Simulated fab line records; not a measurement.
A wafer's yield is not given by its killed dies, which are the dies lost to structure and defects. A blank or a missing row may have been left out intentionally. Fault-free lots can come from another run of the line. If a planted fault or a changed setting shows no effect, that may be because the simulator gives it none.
2 desks, one fault | flow sky130 | numbers are kept per desk, each desk with only its own; the story behind them comes last

FOR THE TOOL OWNER'S DESK: rie_diel-04
The tool's own readings at SKY_VIA2_ETCH_14 (etches BARC in N2/H2, stops on SiO2, time 45.9 s, target depth 60 nm): means of the sampled wafers that have a number, for each lot that ran on this tool. A lot is out of limits, marked OUT, if its mean lies more than 4 standard deviations from the usual mean; the brackets give that distance.
Columns: A = chamber_pressure_mTorr at SKY_VIA2_ETCH_14, usual 30.000 mTorr; B = drypump_motor_current_A at SKY_VIA2_ETCH_14, usual 5.7 A; C = oes_product_au at SKY_VIA2_ETCH_14, usual 0.849 a.u.; D = throttle_valve_pct at SKY_VIA2_ETCH_14, usual 13.224 %
lot  | first seen here | A      | B   | C     | D
L615 | day 37 19:37    | 29.981 | 5.9 | 0.852 | 13.217
L616 | day 39 02:46    | 30.024 | 5.6 | 0.844 | 13.227
L629 | day 41 22:43    | 30.020 | 5.9 | 0.844 | 13.221
This desk's finding: nothing out of limits on any of the 3 lots.

AT THE METROLOGY DESK
What the gauges read for every lot (on any tool): the sampled wafers with a number, averaged. A lot is out of limits, marked OUT, if its mean lies more than 4 standard deviations from the usual mean; the brackets give that distance.
Columns: A = VIA2_BOW at SKY_VIA2_BOW_MEAS_03, usual 85 um; B = cd_nm at SKY_VIA2_CD_MEAS_12, usual 200.1 nm; C = VIA2_OVL at SKY_VIA2_OVL_MEAS_13, usual 0 nm
lot  | first seen here | A  | B     | C
L615 | day 36 17:52    | 92 | 198.1 | 2
L616 | day 38 01:57    | 89 | 200.9 | -6
L622 | day 38 23:04    | 89 | 197.6 | -7
L627 | day 40 05:41    | 76 | 200.2 | 2
L629 | day 40 22:32    | 98 | 198.9 | -1
L632 | day 41 16:39    | 94 | 200.8 | 2
This desk's finding: nothing out of limits on any of the 6 lots.

BROUGHT TOGETHER
The tool owner's desk saw nothing out of limits.
Nothing out of limits was seen by the metrology desk.

WHAT THE SIMULATOR HAD INSERTED
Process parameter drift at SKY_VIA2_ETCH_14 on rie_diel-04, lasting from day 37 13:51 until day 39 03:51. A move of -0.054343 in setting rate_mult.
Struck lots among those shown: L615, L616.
